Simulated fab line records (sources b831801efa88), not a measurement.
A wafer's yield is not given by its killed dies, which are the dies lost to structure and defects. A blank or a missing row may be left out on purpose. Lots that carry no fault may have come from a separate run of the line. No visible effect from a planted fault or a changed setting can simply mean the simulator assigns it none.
fab line records ; flow sky130
record: lots: 6; wafers: 18; last_day: 49
route steps=708 shown VIA1@472 METAL2@483 PAD_OPEN@708
lots untouched by any fault: they come from a run of this same line in which no faults occurred
start_h: hours from the record's opening day to when the first of the lot's shown wafers began ; wait_h: time in hours since the lot's previous step ; " identical to the entry in the row above ; L1.1+2: one row covering several wafers at once ; - no value, or no start was given ; * or withheld: withheld ; < > ~ a bound
route shown NAME@n: names a module that has steps shown in the file, with the first one's number in the route ; usual: average and standard deviation across the fault-free wafers ; same: alike in all rows ; chamber/n: place in a boat ; sites: the reading at each site ; _std_site: the values' standard deviation ; _edge_site: mean of outer sites minus mean of inner sites ; radius_mm: for every site, how far away it sits from the centre of the wafer ; mask NAME#n: copy n ; behind: the most recent tool/chamber to have shaped the wafer ; hold: cause of the lot's hold/its duration in hours/its outcome ; device: which transistor (n, p or np) failed to switch ; end of line: at the end of the route, the tests of the same wafers ; a step given without rows: its recipe and nothing more ; killed: at the first sort, the dies lost to defects and structure; wafer yield is something else ; map: a wafer's dies, x killed, . not, _ none there
set.NAME: setting as actually run; set.NAME@STEP: the setting as run at that earlier step ; model.NAME: the simulator's own value behind a step, which no gauge read
lots at some steps of the route; a table a step, a row a wafer
services: from which hour (start_h, from the record's first day; less than 0 if before it) a tool's chamber was out of use, for how many hours, and why
== steps ==
step: SKY_VIA1_ETCH_14
recipe: chemistry: N2/H2; target: BARC; ion_energy_ev: 200; source_w: 500; bias_w: 100; pressure_mtorr: 30; n2_flow_sccm: 100; h2_flow_sccm: 200; stop_on: SiO2; time_s: 45.9; target_depth_a: 600
step: SKY_VIA1_ETCH_15
recipe: target: SiO2; chemistry: C4F8/O2/Ar; target_depth_nm: 351; stop_on: TiN; mask_material: KrF-thick; source_w: 1500; bias_w: 1200; pressure_mtorr: 40; c4f8_flow_sccm: withheld; O2_flow_sccm: 6; Ar_flow_sccm: 300; time_s: 54
usual: bias_w: 1200/3.8; oes_product_au: 0.982/0.0052
lot.wafer;tool;chamber;start_h;wait_h;bias_w;oes_product_au;rf_hours_counter_h
L695.1;rie_diel-03;3;799.57;0.0;1204;0.982;20
L695.2;rie_diel-03;2;799.57;0.0;1206;0.985;8
L695.4;rie_diel-03;1;799.57;0.0;1203;0.984;27
L701.3;rie_diel-02;1;845.41;0.0;1201;0.977;4
L701.4;rie_diel-02;2;845.41;0.0;1200;0.981;7
L701.6;rie_diel-02;1;845.41;0.0;1196;0.981;-
L704.1;rie_diel-03;3;856.83;0.0;1203;0.994;22
L704.2;rie_diel-03;1;856.83;0.0;1194;0.974;29
L704.4;rie_diel-03;2;856.83;0.0;1197;0.984;-
L711.1;rie_diel-04;3;912.97;0.0;1206;0.979;12
L711.4;rie_diel-04;0;912.97;0.0;1198;0.975;3
L711.5;rie_diel-04;1;912.97;0.0;1201;0.977;-
L714.3;rie_diel-03;2;928.17;0.0;1201;0.982;13
L714.4;rie_diel-03;1;928.17;0.0;1199;0.990;-
L714.5;rie_diel-03;3;928.17;0.0;1195;0.984;-
L715.3;rie_diel-04;3;934.47;0.0;1200;0.984;13
L715.5;rie_diel-04;3;934.47;0.0;1201;0.982;-
L715.6;rie_diel-04;2;934.47;0.0;1205;0.978;-
step: SKY_VIA1_STRIP_16
recipe: chemistry: O2/N2; power_w: 1400; pressure_mtorr: 1500; platen_temp_c: withheld; o2_flow_sccm: 3000; n2_flow_sccm: 300; overash_fraction: 0.5
usual: drypump_motor_current_A: 5.4/0.41; oes_product_au: 0.416/0.0048; strip_time_to_endpoint_s: 4.459/0.021
lot.wafer;tool;chamber;start_h;wait_h;drypump_motor_current_A;oes_product_au;rf_hours_counter_h;strip_time_to_endpoint_s
L695.1;plasma_asher-01;1;799.62;0.0;5.0;0.416;38;4.436
L695.2;plasma_asher-01;0;799.62;0.0;5.1;0.407;38;4.434
L695.4;plasma_asher-01;1;799.62;0.0;5.0;0.423;-;4.485
L701.3;plasma_asher-02;0;845.49;0.1;4.9;0.402;-;4.471
L701.4;plasma_asher-02;1;845.49;0.1;5.7;0.405;-;4.457
L701.6;plasma_asher-02;0;845.49;0.1;4.9;0.418;-;4.454
L704.1;plasma_asher-03;1;856.87;0.0;5.3;0.420;11;4.448
L704.2;plasma_asher-03;0;856.87;0.0;6.1;0.418;11;4.465
L704.4;plasma_asher-03;1;856.87;0.0;5.3;0.415;-;4.448
L711.1;plasma_asher-01;1;913.01;0.0;5.0;0.414;50;4.452
L711.4;plasma_asher-01;0;913.01;0.0;5.1;0.409;-;4.435
L711.5;plasma_asher-01;0;913.01;0.0;5.1;0.421;-;4.427
L714.3;plasma_asher-01;1;928.25;0.1;5.0;0.411;-;4.475
L714.4;plasma_asher-01;0;928.25;0.1;5.1;0.420;-;4.473
L714.5;plasma_asher-01;0;928.25;0.1;5.0;0.422;-;4.460
L715.3;plasma_asher-03;0;934.55;0.1;6.1;0.418;-;4.442
L715.5;plasma_asher-03;1;934.55;0.1;5.3;0.424;-;4.428
L715.6;plasma_asher-03;0;934.55;0.1;6.1;0.412;-;4.437
step: SKY_VIA1_STRIP_17
recipe: chemistry: post_etch_residue_remover; time_s: 1200; temp_c: 72.5
step: SKY_VIA1_CLEAN_18
recipe: chemistry: IPA; time_s: 180; temp_c: 25
step: SKY_VIA1_CLEAN_19
recipe: chemistry: O3/DIW; dry: n2_spin
step: SKY_VIA1_SPUTTER_20
recipe: material: TiN; target_thk_nm: 20; chamber_pressure_pa: 5; power_w: 4000; time_s: 80
usual: chamber_pressure_pa: 5.001/0.0094; throttle_valve_pct: 29.7/0.93
lot.wafer;tool;chamber;start_h;wait_h;chamber_pressure_pa;throttle_valve_pct
L695.1;pvd_sputter-04;-;800.24;0.0;5.000;29.6
L695.2;pvd_sputter-04;-;800.24;0.0;5.006;30.3
L695.4;pvd_sputter-04;-;800.24;0.0;5.026;31.0
L701.3;pvd_sputter-04;-;846.07;0.0;5.008;31.2
L701.4;pvd_sputter-04;-;846.07;0.0;4.999;28.5
L701.6;pvd_sputter-04;-;846.07;0.0;5.012;31.2
L704.1;pvd_sputter-04;-;857.50;0.0;5.009;30.9
L704.2;pvd_sputter-04;-;857.50;0.0;5.002;31.0
L704.4;pvd_sputter-04;-;857.50;0.0;5.009;28.7
L711.1;pvd_sputter-03;-;913.62;0.0;4.993;30.5
L711.4;pvd_sputter-03;-;913.62;0.0;5.008;29.7
L711.5;pvd_sputter-03;-;913.62;0.0;5.004;30.2
L714.3;pvd_sputter-03;-;929.21;0.0;5.010;30.0
L714.4;pvd_sputter-03;-;929.21;0.0;5.011;30.2
L714.5;pvd_sputter-03;-;929.21;0.0;5.008;30.2
L715.3;pvd_sputter-02;-;935.24;0.0;4.999;29.9
L715.5;pvd_sputter-02;-;935.24;0.0;4.988;28.4
L715.6;pvd_sputter-02;-;935.24;0.0;4.999;30.4
step: SKY_VIA1_CVD_21
recipe: material: W; target_thk_nm: 270; time_s: 80.902; temp_c: 400; pressure_torr: 40
step: SKY_VIA1_RS_MEAS_22
recipe: thk_meas_gauge: four-point-probe; reads: W_of_VIA1_CVD_21+TiN_of_VIA1_SPUTTER_20
usual: VIA1_W_RS: 0.427/0.0039
lot.wafer;tool;chamber;start_h;wait_h;VIA1_W_RS[ohm/sq]
L695.1;film_metro-03;-;800.40;0.1;0.426
L695.2;film_metro-03;-;800.40;0.1;0.429
L695.4;film_metro-03;-;800.40;0.1;0.424
L701.3;film_metro-04;-;846.26;0.1;0.427
L701.4;film_metro-04;-;846.26;0.1;0.434
L701.6;film_metro-04;-;846.26;0.1;0.431
L704.1;film_metro-03;-;857.66;0.1;0.424
L704.2;film_metro-03;-;857.66;0.1;0.431
L704.4;film_metro-03;-;857.66;0.1;0.424
L711.1;film_metro-02;-;913.77;0.1;0.427
L711.4;film_metro-02;-;913.77;0.1;0.423
L711.5;film_metro-02;-;913.77;0.1;0.426
L714.3;film_metro-04;-;929.41;0.1;0.426
L714.4;film_metro-04;-;929.41;0.1;0.426
L714.5;film_metro-04;-;929.41;0.1;0.426
L715.3;film_metro-02;-;935.44;0.1;0.424
L715.5;film_metro-02;-;935.44;0.1;0.422
L715.6;film_metro-02;-;935.44;0.1;0.429
step: SKY_VIA1_THK_MEAS_23
recipe: thk_meas_gauge: xrf; reads: W_of_VIA1_CVD_21
usual: VIA1_W_THK: 275/4.2
lot.wafer;tool;chamber;start_h;wait_h;VIA1_W_THK[nm]
L695.1;film_metro-03;-;800.52;0.1;270
L695.2;film_metro-03;-;800.52;0.1;271
L695.4;film_metro-03;-;800.52;0.1;273
L701.3;film_metro-04;-;846.36;0.1;274
L701.4;film_metro-04;-;846.36;0.1;269
L701.6;film_metro-04;-;846.36;0.1;272
L704.1;film_metro-03;-;857.78;0.1;274
L704.2;film_metro-03;-;857.78;0.1;270
L704.4;film_metro-03;-;857.78;0.1;272
L711.1;film_metro-02;-;913.89;0.1;279
L711.4;film_metro-02;-;913.89;0.1;281
L711.5;film_metro-02;-;913.89;0.1;279
L714.3;film_metro-04;-;929.51;0.1;278
L714.4;film_metro-04;-;929.51;0.1;276
L714.5;film_metro-04;-;929.51;0.1;276
L715.3;film_metro-02;-;935.54;0.1;279
L715.5;film_metro-02;-;935.54;0.1;280
L715.6;film_metro-02;-;935.54;0.1;277
step: SKY_VIA1_CMP_24
recipe: stop_on: SiO2; t_overpolish_s: 15; down_force_psi: 3.5; platen_rpm: 60; target_thk_nm: 0; pad_velocity_m_s: 0.94248
usual: head_pressure_psi: 3.498/0.0077; motor_current_A: 10.3/0.62; overpolish_run_s: 15.001/0.0095; time_to_endpoint_s: 65.3/2.3
same: t_overpolish_s: 15
lot.wafer;tool;chamber;start_h;wait_h;head_pressure_psi;motor_current_A;overpolish_run_s;time_to_endpoint_s
L695.1;cmp-01;0;800.58;0.1;3.494;10.2;14.993;63.2
L695.4;cmp-01;1;800.58;0.1;3.513;9.4;15.009;66.1
L695.2;cmp-01;3;800.58;0.1;3.498;10.7;14.998;63.2
L701.4;cmp-01;1;846.45;0.1;3.490;9.6;14.994;66.7
L701.3;cmp-01;2;846.45;0.1;3.504;10.4;14.998;62.3
L701.6;cmp-01;0;846.45;0.1;3.494;10.9;14.998;63.9
L704.4;cmp-01;2;857.84;0.0;3.493;10.4;15.008;64.8
L704.1;cmp-01;3;857.84;0.0;3.496;10.9;14.978;66.1
L704.2;cmp-01;0;857.84;0.0;3.495;11.0;15.008;65.9
L711.4;cmp-02;0;914.05;0.1;3.488;9.4;15.019;66.6
L711.1;cmp-02;1;914.05;0.1;3.489;10.0;14.998;63.3
L711.5;cmp-02;3;914.05;0.1;3.497;10.3;14.997;64.5
L714.4;cmp-01;2;929.55;0.0;3.487;10.7;15.013;64.3
L714.3;cmp-01;3;929.55;0.0;3.499;10.9;14.989;65.3
L714.5;cmp-01;3;929.55;0.0;3.490;11.0;15.001;68.2
L715.3;cmp-01;0;935.68;0.1;3.508;11.3;14.987;65.5
L715.5;cmp-01;2;935.68;0.1;3.505;10.0;15.002;64.9
L715.6;cmp-01;3;935.68;0.1;3.498;11.5;14.990;66.1
step: SKY_METAL2_SPUTTER_00
recipe: material: Ti; target_thk_nm: 15; power_w: 3000; time_s: 10; chamber_pressure_pa: 0.4
usual: chamber_pressure_pa: 0.4001/0.00075; throttle_valve_pct: 30.1/0.89
lot.wafer;tool;chamber;start_h;wait_h;chamber_pressure_pa;throttle_valve_pct
L695.1;pvd_sputter-02;-;800.88;0.2;0.4015;29.9
L695.2;pvd_sputter-02;-;800.88;0.2;0.4019;30.1
L695.4;pvd_sputter-02;-;800.88;0.2;0.4013;29.6
L701.3;pvd_sputter-03;-;846.70;0.1;0.4003;30.2
L701.4;pvd_sputter-03;-;846.70;0.1;0.3992;30.2
L701.6;pvd_sputter-03;-;846.70;0.1;0.3999;28.7
L704.1;pvd_sputter-03;-;858.14;0.2;0.4016;30.1
L704.2;pvd_sputter-03;-;858.14;0.2;0.3993;30.4
L704.4;pvd_sputter-03;-;858.14;0.2;0.3998;28.5
L711.1;pvd_sputter-01;-;914.25;0.1;0.4012;29.8
L711.4;pvd_sputter-01;-;914.25;0.1;0.3999;31.0
L711.5;pvd_sputter-01;-;914.25;0.1;0.3998;31.4
L714.3;pvd_sputter-03;-;929.85;0.2;0.3989;30.2
L714.4;pvd_sputter-03;-;929.85;0.2;0.3993;28.4
L714.5;pvd_sputter-03;-;929.85;0.2;0.3997;28.3
L715.3;pvd_sputter-01;-;935.88;0.1;0.4004;31.8
L715.5;pvd_sputter-01;-;935.88;0.1;0.3997;29.9
L715.6;pvd_sputter-01;-;935.88;0.1;0.4011;31.5
step: SKY_METAL2_SPUTTER_01
recipe: material: TiN; target_thk_nm: 20; power_w: 6500; time_s: 16.7; chamber_pressure_pa: 0.4
usual: chamber_pressure_pa: 0.4000/0.00077; throttle_valve_pct: 30.1/0.89
lot.wafer;tool;chamber;start_h;wait_h;chamber_pressure_pa;throttle_valve_pct;model.TiN_of_METAL2_SPUTTER_01.thk_nm
L695.1;pvd_sputter-02;-;800.90;0.0;0.4007;30.1;20.2
L695.2;pvd_sputter-02;-;800.90;0.0;0.3999;30.1;20.31
L695.4;pvd_sputter-02;-;800.90;0.0;0.4010;29.6;20.47
L701.3;pvd_sputter-03;-;846.72;0.0;0.4911;27.4;19.48
L701.4;pvd_sputter-03;-;846.72;0.0;0.4007;30.0;20.34
L701.6;pvd_sputter-03;-;846.72;0.0;0.3990;28.6;20.2
L704.1;pvd_sputter-03;-;858.16;0.0;0.4024;30.2;20.09
L704.2;pvd_sputter-03;-;858.16;0.0;0.4915;27.3;19.17
L704.4;pvd_sputter-03;-;858.16;0.0;0.3990;28.5;19.81
L711.1;pvd_sputter-01;-;914.27;0.0;0.4009;29.9;19.89
L711.4;pvd_sputter-01;-;914.27;0.0;0.4012;31.3;19.65
L711.5;pvd_sputter-01;-;914.27;0.0;0.4004;31.5;19.75
L714.3;pvd_sputter-03;-;929.87;0.0;0.3997;30.5;19.93
L714.4;pvd_sputter-03;-;929.87;0.0;0.3996;28.5;19.9
L714.5;pvd_sputter-03;-;929.87;0.0;0.4012;28.6;19.94
L715.3;pvd_sputter-01;-;935.90;0.0;0.3989;31.8;20.01
L715.5;pvd_sputter-01;-;935.90;0.0;0.4000;29.4;20.66
L715.6;pvd_sputter-01;-;935.90;0.0;0.4009;31.8;20.16
step: SKY_METAL2_SPUTTER_02
recipe: material: AlCu; target_thk_nm: 250; power_w: 10600; time_s: 13.3; chamber_pressure_pa: 0.4
step: SKY_PAD_OPEN_PROBE_99
usual: defect_limited_yield: 82.4/2.1; killed_at_M0_to_M3: 44/7.3; killed_at_M4_up: 3.0/1.9; killed_at_contacts: 24/5; killed_at_front_end: 16/4.5; killed_at_other: 0.3/0.46; killed_dies: 87/10; killed_open: 47/8.3; killed_short: 39/6.4; sort_bin_3_pad_short: 0.8/0.43; sort_bin_5_function: 10.5/1.6; sort_bin_6_memory: 6.3/1.1; sort_n_pass: 405/10; sort_yield_pct: 82.4/2.1
same: gross_dies: 492; killed_at_back_side: 0; sort_bin_4_leakage[%]: 0; sort_bin_8_speed[%]: 0
lot.wafer;tool;chamber;start_h;wait_h;defect_limited_yield[%];killed_at_M0_to_M3;killed_at_M4_up;killed_at_contacts;killed_at_front_end;killed_at_other;killed_dies;killed_open;killed_short;sort_bin_3_pad_short[%];sort_bin_5_function[%];sort_bin_6_memory[%];sort_n_pass;sort_yield_pct[%]
L695.1;prober-01;-;1081.29;0.1;83.5;33;1;22;25;0;81;37;44;0.8;8.9;6.7;411;83.5
L695.2;prober-01;-;1081.34;0.1;80.9;52;5;18;18;1;94;55;39;0.8;11.8;6.5;398;80.9
L695.4;prober-01;-;1081.44;0.2;82.7;39;1;30;15;0;85;47;38;0.8;7.3;9.1;407;82.7
L701.3;prober-02;-;1115.68;0.2;82.9;51;3;19;11;0;84;48;36;0.8;10.8;5.5;408;82.9
L701.4;prober-02;-;1115.73;0.2;82.9;45;3;26;10;0;84;51;33;0.8;10.0;6.3;408;82.9
L701.6;prober-02;-;1115.83;0.2;82.1;43;4;27;14;0;88;50;38;0.2;13.0;4.7;404;82.1
L704.1;prober-02;-;1124.93;0.1;83.1;39;3;26;14;1;83;49;34;0.4;10.2;6.3;409;83.1
L704.2;prober-02;-;1124.98;0.1;80.7;56;1;22;16;0;95;54;41;0.8;11.4;7.1;397;80.7
L704.4;prober-02;-;1125.08;0.2;78.0;53;6;29;20;0;108;63;45;0.8;12.8;8.3;384;78.0
L711.1;prober-01;-;1166.23;0.1;81.5;49;4;23;14;1;91;42;49;1.0;11.8;5.7;401;81.5
L711.4;prober-01;-;1166.38;0.2;82.5;47;0;19;20;0;86;40;46;1.0;10.2;6.3;406;82.5
L711.5;prober-01;-;1166.43;0.2;82.1;41;3;32;12;0;88;48;40;0.8;10.4;6.7;404;82.1
L714.3;prober-02;-;1177.88;0.2;84.8;35;3;25;12;0;75;45;30;0.6;9.8;4.9;417;84.8
L714.4;prober-02;-;1177.93;0.2;83.9;35;4;27;13;0;79;43;36;0.6;11.2;4.3;413;83.9
L714.5;prober-02;-;1177.98;0.2;84.3;38;3;21;15;0;77;35;42;1.2;9.1;5.3;415;84.3
L715.3;prober-01;-;1179.23;0.2;83.7;33;6;30;11;0;80;47;33;1.0;9.6;5.7;412;83.7
L715.5;prober-01;-;1179.33;0.2;81.7;46;3;31;10;0;90;48;42;0.6;11.4;6.3;402;81.7
L715.6;prober-01;-;1179.38;0.2;81.5;43;1;27;20;0;91;53;38;0.2;12.0;6.3;401;81.5
killed by level:class
L695.1 FIELD_ISO:geometric_particle:short=7 POLY_GATE:geometric_particle:short=7 LI_CONTACT:geometric_particle:open=7 POLY_GATE:geometric_particle:open=5 CONTACT:geometric_particle:short=5 CONTACT:geometric_particle:open=5 VIA1:geometric_particle:short=5 VIA3:geometric_particle:open=5
L695.2 VIA1:geometric_particle:open=10 CONTACT:geometric_particle:open=8 VIA2:geometric_particle:open=8 VIA3:geometric_particle:open=7 VIA2:geometric_particle:short=6 FIELD_ISO:geometric_particle:open=5 FIELD_ISO:geometric_particle:short=5 LI_CONTACT:geometric_particle:open=4
L695.4 CONTACT:geometric_particle:open=14 LI_CONTACT:geometric_particle:open=8 VIA1:geometric_particle:open=8 CONTACT:geometric_particle:short=7 FIELD_ISO:geometric_particle:open=6 VIA1:geometric_particle:short=6 METAL2:geometric_particle:short=6 VIA3:geometric_particle:short=6
L701.3 VIA1:geometric_particle:open=14 VIA2:geometric_particle:open=9 METAL2:geometric_particle:short=7 CONTACT:geometric_particle:open=6 CONTACT:geometric_particle:short=5 VIA3:geometric_particle:open=5 METAL3:geometric_particle:short=4 LI_CONTACT:geometric_particle:open=4
L701.4 VIA1:geometric_particle:open=18 CONTACT:geometric_particle:open=10 VIA3:geometric_particle:open=6 LI_CONTACT:geometric_particle:open=5 CONTACT:geometric_particle:short=5 LI_CONTACT:geometric_particle:short=4 VIA1:geometric_particle:short=4 VIA2:geometric_particle:open=4
L701.6 VIA1:geometric_particle:open=12 CONTACT:geometric_particle:open=11 LI_CONTACT:geometric_particle:open=9 METAL2:geometric_particle:short=7 FIELD_ISO:geometric_particle:short=5 VIA1:geometric_particle:short=5 FIELD_ISO:geometric_particle:open=4 LOCAL_INTERCONNECT:geometric_particle:short=4
L704.1 VIA1:geometric_particle:open=11 CONTACT:geometric_particle:open=8 LI_CONTACT:geometric_particle:open=7 VIA3:geometric_particle:open=6 LI_CONTACT:geometric_particle:short=5 VIA1:geometric_particle:short=5 METAL1:geometric_particle:short=4 VIA2:geometric_particle:open=4
L704.2 CONTACT:geometric_particle:open=11 VIA1:geometric_particle:open=11 LI_CONTACT:geometric_particle:open=9 VIA1:geometric_particle:short=8 VIA3:geometric_particle:open=8 VIA2:geometric_particle:open=7 POLY_GATE:geometric_particle:short=6 METAL2:geometric_particle:short=6
L704.4 VIA1:geometric_particle:open=15 CONTACT:geometric_particle:open=13 METAL2:geometric_particle:short=10 LI_CONTACT:geometric_particle:open=8 VIA3:geometric_particle:open=7 VIA2:geometric_particle:open=7 POLY_GATE:geometric_particle:short=5 LOCAL_INTERCONNECT:geometric_particle:short=4
L711.1 METAL1:geometric_particle:short=12 VIA1:geometric_particle:open=8 LI_CONTACT:geometric_particle:open=6 VIA3:geometric_particle:open=6 POLY_GATE:geometric_particle:short=5 LOCAL_INTERCONNECT:geometric_particle:short=5 METAL2:geometric_particle:short=5 CONTACT:geometric_particle:open=4
L711.4 VIA3:geometric_particle:open=9 LI_CONTACT:geometric_particle:open=8 VIA1:geometric_particle:open=7 METAL1:geometric_particle:short=7 POLY_GATE:geometric_particle:short=6 VIA1:geometric_particle:short=6 FIELD_ISO:geometric_particle:short=5 METAL2:geometric_particle:short=5
L711.5 CONTACT:geometric_particle:open=12 LOCAL_INTERCONNECT:geometric_particle:short=10 VIA1:geometric_particle:open=7 POLY_GATE:geometric_particle:open=6 VIA2:geometric_particle:open=6 METAL1:geometric_particle:short=5 VIA3:geometric_particle:open=5 LI_CONTACT:geometric_particle:open=5
L714.3 VIA1:geometric_particle:open=10 CONTACT:geometric_particle:short=8 LI_CONTACT:geometric_particle:open=7 CONTACT:geometric_particle:open=7 VIA2:geometric_particle:open=7 POLY_GATE:geometric_particle:short=4 METAL1:geometric_particle:short=4 VIA1:geometric_particle:short=3
L714.4 CONTACT:geometric_particle:open=11 VIA1:geometric_particle:open=7 POLY_GATE:geometric_particle:short=6 LI_CONTACT:geometric_particle:open=6 VIA2:geometric_particle:open=6 CONTACT:geometric_particle:short=5 POLY_GATE:geometric_particle:open=4 METAL2:geometric_particle:short=4
L714.5 VIA1:geometric_particle:open=8 VIA1:geometric_particle:short=7 CONTACT:geometric_particle:open=6 LI_CONTACT:geometric_particle:short=5 VIA2:geometric_particle:open=5 FIELD_ISO:geometric_particle:open=4 LI_CONTACT:geometric_particle:open=4 CONTACT:geometric_particle:short=4
L715.3 CONTACT:geometric_particle:open=16 VIA2:geometric_particle:open=9 VIA1:geometric_particle:open=8 VIA3:geometric_particle:open=6 LOCAL_INTERCONNECT:geometric_particle:short=5 FIELD_ISO:geometric_particle:short=4 METAL4:geometric_particle:short=4 POLY_GATE:geometric_particle:short=4
L715.5 VIA1:geometric_particle:open=17 CONTACT:geometric_particle:open=11 METAL2:geometric_particle:short=8 LOCAL_INTERCONNECT:geometric_particle:short=7 LI_CONTACT:geometric_particle:open=5 VIA3:geometric_particle:open=5 LI_CONTACT:geometric_particle:short=4 CONTACT:geometric_particle:short=4
L715.6 CONTACT:geometric_particle:open=13 VIA1:geometric_particle:open=13 VIA1:geometric_particle:short=8 LI_CONTACT:geometric_particle:open=7 POLY_GATE:geometric_particle:open=6 FIELD_ISO:geometric_particle:short=5 METAL2:geometric_particle:short=4 LOCAL_INTERCONNECT:geometric_particle:short=4
== services ==
tool;chamber;start_h;hours;kind
pvd_sputter-03;-;797.96;2.7;repair
plasma_asher-03;-;798.01;4.9;repair
plasma_asher-01;-;800.89;0.4;repair
rie_diel-04;1;812.84;7.1;repair
cmp-01;-;836.08;3.1;repair
pvd_sputter-02;-;837.47;10.3;repair
rie_diel-03;0;840.05;70.6;repair
pvd_sputter-04;-;843.62;0.5;repair
cmp-02;-;870.01;1.8;repair
plasma_asher-03;-;871.62;6.3;repair
plasma_asher-03;-;877.91;10.0;pm
pvd_sputter-02;-;880.16;4.3;repair
plasma_asher-03;-;889.36;1.4;repair
pvd_sputter-02;-;892.28;0.5;repair
pvd_sputter-04;-;905.67;3.5;repair
rie_diel-03;1;908.97;5.3;repair
cmp-01;-;915.50;4.0;pm
plasma_asher-01;-;916.76;1.6;repair
cmp-01;-;919.50;-;consumable_replace:conditioner
cmp-01;-;919.50;-;consumable_replace:pad
pvd_sputter-02;-;919.71;5.0;repair
pvd_sputter-04;-;923.89;1.2;repair
pvd_sputter-01;2;928.20;-;consumable_replace:kit
cmp-01;-;930.78;3.3;repair
== key ==
first_sign: step: SKY_METAL2_SPUTTER_01; reading: chamber_pressure_pa; direction: up; sigmas: 99+; usual: 0.4000; struck: 0.4913
effect: step: SKY_METAL2_SPUTTER_01; reading: throttle_valve_pct; direction: down; sigmas: 3.2; usual: 30.1; struck: 27.3
model_effect: step: SKY_METAL2_SPUTTER_01; value: TiN_of_METAL2_SPUTTER_01.thk_nm; without: 19.99; struck: 19.33
met_at SKY_METAL2_SPUTTER_01
struck_wafers L701.3,L704.2
fault: kind: process_parameter_drift; tool: pvd_sputter-03; chamber: -; onset_h: 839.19; steps: SKY_METAL2_SPUTTER_01; channel: chamber_pressure_pa; offset: 0.09137; shape: step; end_h: 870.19; acts_in: these_recipes_only; stated: 0.4; scope: struck_wafers_only
